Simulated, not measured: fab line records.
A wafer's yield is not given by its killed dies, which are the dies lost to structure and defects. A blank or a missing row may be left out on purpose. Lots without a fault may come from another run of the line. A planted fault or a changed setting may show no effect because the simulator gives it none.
A lot that was struck, set against a sound lot | flow sky130 | 16 steps out of a route of 708
Sound: the wafers L856.1, L856.2, L856.5. Wafers struck: L865.1, L865.3, L865.6. At the end, the cause is stated.
Per side, at each step with rows, come the tool, then ch with its chambers, and then its first start. Under that, the readings that differ: sound wafers | struck wafers | difference of the means | sigmas: that difference in standard deviations of wafers without a fault.
alike: readings with means less than 2 such deviations apart, plus words and numbers identical on both sides. not compared: withheld readings, readings lacking a value on some wafer, bounds such as >300 that could conceal the same value, and numbers that have no deviation in the record and whose values overlap.
The two part at a step that has a row with sigmas, a row that says differs or no value, or rows on one side only. Numbers that don't overlap but have no deviation are shown without sigmas and don't part them. A reading missing from all wafers of one side parts the sides only when that side holds two or more wafers.

first, 3 steps without rows for these wafers: SKY_SONOS_TUNNEL_EXPOSE_04 (exposes mask TUNM, target cd 410 nm); SKY_SONOS_TUNNEL_PEB_05; SKY_SONOS_TUNNEL_DEVELOP_06 (develop time 60 s).
SKY_SONOS_TUNNEL_CD_MEAS_07 targets a cd of 410 nm.
  sound on cdSem-01, day 11 21:55; struck on cdSem-02, day 15 02:45
  alike: cdNm
SKY_SONOS_TUNNEL_OVL_MEAS_08:
  sound on overlay-02, day 11 22:02; struck on overlay-01, day 15 02:52
  alike: SONOS_TUNNEL_OVL
then, 3 steps without rows for these wafers: SKY_SONOS_TUNNEL_IMPLANT_09; SKY_SONOS_TUNNEL_WET_ETCH_10 (etches SiO2 in dHF, target depth 14 nm, time 280 s); SKY_SONOS_TUNNEL_STRIP_11 (strips in SPM, time 600 s).
SKY_SONOS_TUNNEL_TW_MEAS_12:
  sound on filmMetro-03, day 11 22:29; struck on filmMetro-04, day 15 03:19
  alike: SONOS_TUNNEL_TW
then, 2 steps without rows for these wafers: SKY_SONOS_TUNNEL_CLEAN_13 (cleans in dHF, time 20 s); SKY_SONOS_ONO_OXIDATION_00 (stabilise 600 s, purge 300 s, target thk 2.6 nm).
SKY_SONOS_ONO_THK_MEAS_01:
  sound on filmMetro-03, day 12 00:35; struck on filmMetro-02, day 15 04:48
  alike: SONOS_ONO_OXIDATION_THK
SKY_SONOS_ONO_CVD_02: deposits Si3N4 from DCS/NH3, target thk 10.5 nm, time 180 s.
  sound on lpcvd-02 ch 1, day 12 03:11; struck on lpcvd-02 ch 0, day 15 09:11
reading                                    | sound             | struck            | difference | sigmas
pressureMtorr (mTorr)                      | 250.4 251.2 250.7 | 300.3 299.5 300.3 | +49.3      | +93
model.Si3N4_of_SONOS_ONO_CVD_02.thkNm (nm) | 10.41 10.36 10.38 | 11.09 11.16 11.09 | +0.73      | 
  alike: spikeTcCentreC, susceptorTempC, zonePowerTopPct
SKY_SONOS_ONO_THK_MEAS_03:
  sound on filmMetro-03, day 12 04:46; struck on filmMetro-03, day 15 10:14
reading                   | sound             | struck            | difference | sigmas
SONOS_ONO_CVD_02_THK (nm) | 10.41 10.33 10.40 | 11.01 11.16 11.06 | +0.70      | +5
then, 1 step without rows for these wafers: SKY_SONOS_ONO_CVD_04 (deposits SiO2 from SiH4/N2O, target thk 5.7199 nm).
-- here the record skips 33 days between the struck wafers' starts before and after, leaving off in module SONOS_ONO and picking up in module PAD_OPEN (first step shown: number 708 of the route) --
SKY_PAD_OPEN_PROBE_99:
  sound on prober-02, day 46 04:29; struck on prober-01, day 48 16:26
reading                             | sound                | struck              | difference | sigmas
model.etest.capOno.gateLog10ACm2    | -7.871 -7.815 -8.041 | -8.301 -8.222 -8.11 | -0.302     | 
model.etest.capOno.toxAccNm (nm)    | 12.92 12.76 12.96    | 13.1 13.14 13.1     | +0.2       | 
model.etest.sonosProgrammed.vtV (V) | 1.51 1.512 1.449     | 1.316 1.356 1.386   | -0.138     | 
model.etest.sonosErased.vtV (V)     | -2.288 -2.362 -2.264 | -2.207 -2.2 -2.218  | +0.096     | 
model.etest.sonosBaked.vtV (V)      | 1.01 1 0.9169        | 0.8649 0.8991 0.893 | -0.0900    | 
  alike: killed_at_M0_to_M3, killed_at_M4_up, killedAtContacts, killedAtFrontEnd, killedAtOther, killedDies, killedOpen, killedShort

== WHERE THEY PART ==
At SKY_SONOS_ONO_CVD_02 first; at SKY_SONOS_ONO_THK_MEAS_03 last (within this record only). Later steps at which nothing parts them and some readings are alike: SKY_PAD_OPEN_PROBE_99.

WHY: whatever the simulator had introduced
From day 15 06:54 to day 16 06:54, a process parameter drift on lpcvd-02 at SKY_SONOS_ONO_CVD_02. A move of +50 in setting pressureMtorr, from 250. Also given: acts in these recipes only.
